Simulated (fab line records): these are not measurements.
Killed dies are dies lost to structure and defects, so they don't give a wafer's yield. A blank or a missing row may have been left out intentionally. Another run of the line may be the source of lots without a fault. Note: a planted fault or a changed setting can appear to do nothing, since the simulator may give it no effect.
Chamber matching | flow gf180mcu | 4 sister chambers for GF_STI_CMP_25 on cmp-01
The step polishes, stops on Si3N4, t overpolish 33 s, target thk 524.6 nm. 14 wafers are shown with their chamber, then 7 later ones without.

== WAFERS, EACH WITH ITS CHAMBER ==
wafer  | chamber | timeToEndpointS (s) | motorCurrentA (A) | overpolishRunS (s)
L188.1 | 3       | 125                 | 12.6              | 33.002
L188.3 | 2       | 133                 | 12.4              | 33.024
L188.5 | 1       | 120                 | 12.3              | 32.998
L190.2 | 2       | 132                 | 11.5              | 32.989
L190.3 | 1       | 127                 | 12.0              | 32.986
L190.5 | 3       | 126                 | 12.2              | 32.991
L195.1 | 0       | 126                 | 12.4              | 32.995
L195.2 | 2       | 132                 | 11.9              | 32.988
L195.3 | 1       | 122                 | 12.1              | 33.014
L203.2 | 1       | 119                 | 11.2              | 33.011
L203.4 | 3       | 118                 | 12.4              | 33.002
L203.6 | 0       | 124                 | 12.0              | 32.996
L206.3 | 1       | 119                 | 11.9              | 33.001
L206.5 | 0       | 123                 | 11.8              | 32.995

SIGNATURES (means of the wafers above)
reading         | chamber 0 | chamber 1 | chamber 2 | chamber 3 | scatter within a chamber
timeToEndpointS | 124.33    | 121.40    | 132.33    | 123.00    | 2.98
motorCurrentA   | 12.067    | 11.900    | 11.933    | 12.400    | 0.371
overpolishRunS  | 32.99533  | 33.00200  | 33.00033  | 32.99833  | 0.0119
Rule: for a wafer and a chamber, the distance is found by dividing, reading by reading, the gap between the wafer's reading and the chamber's mean by the reading's scatter, squaring, summing and taking the root. The wafer belongs to the nearest chamber; if the next one is less than 2 further off, it can't be placed. The scatter: take each reading less its chamber's mean, square it, sum over the shown wafers, divide by the number of wafers less the number of chambers, and take the root.

== WAFERS WITH NO CHAMBER GIVEN ==
wafer  | timeToEndpointS (s) | motorCurrentA (A) | overpolishRunS (s)
L206.6 | 121                 | 13.0              | 32.997
L207.2 | 122                 | 12.4              | 32.976
L207.3 | 130                 | 12.3              | 33.004
L207.6 | 124                 | 12.0              | 32.993
L211.2 | 124                 | 11.4              | 33.002
L211.3 | 122                 | 12.7              | 33.009
L211.5 | 129                 | 11.9              | 33.004

== WHICH CHAMBER EACH ONE RAN IN ==
wafer  | from the rows above               | in truth
L206.6 | can't be placed: 3 or 0 or 1      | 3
L207.2 | can't be placed: 3 or 0 or 1      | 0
L207.3 | can't be placed: 2 or 0 or 3 or 1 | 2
L207.6 | can't be placed: 0 or 1 or 3      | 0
L211.2 | can't be placed: 1 or 0 or 3 or 2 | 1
L211.3 | can't be placed: 3 or 0 or 1      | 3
L211.5 | can't be placed: 2 or 0 or 3 or 1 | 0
0 of 7 placed correctly. Not placeable from these rows: 7 (in 7, the candidates include the true chamber). 0 placed wrongly.
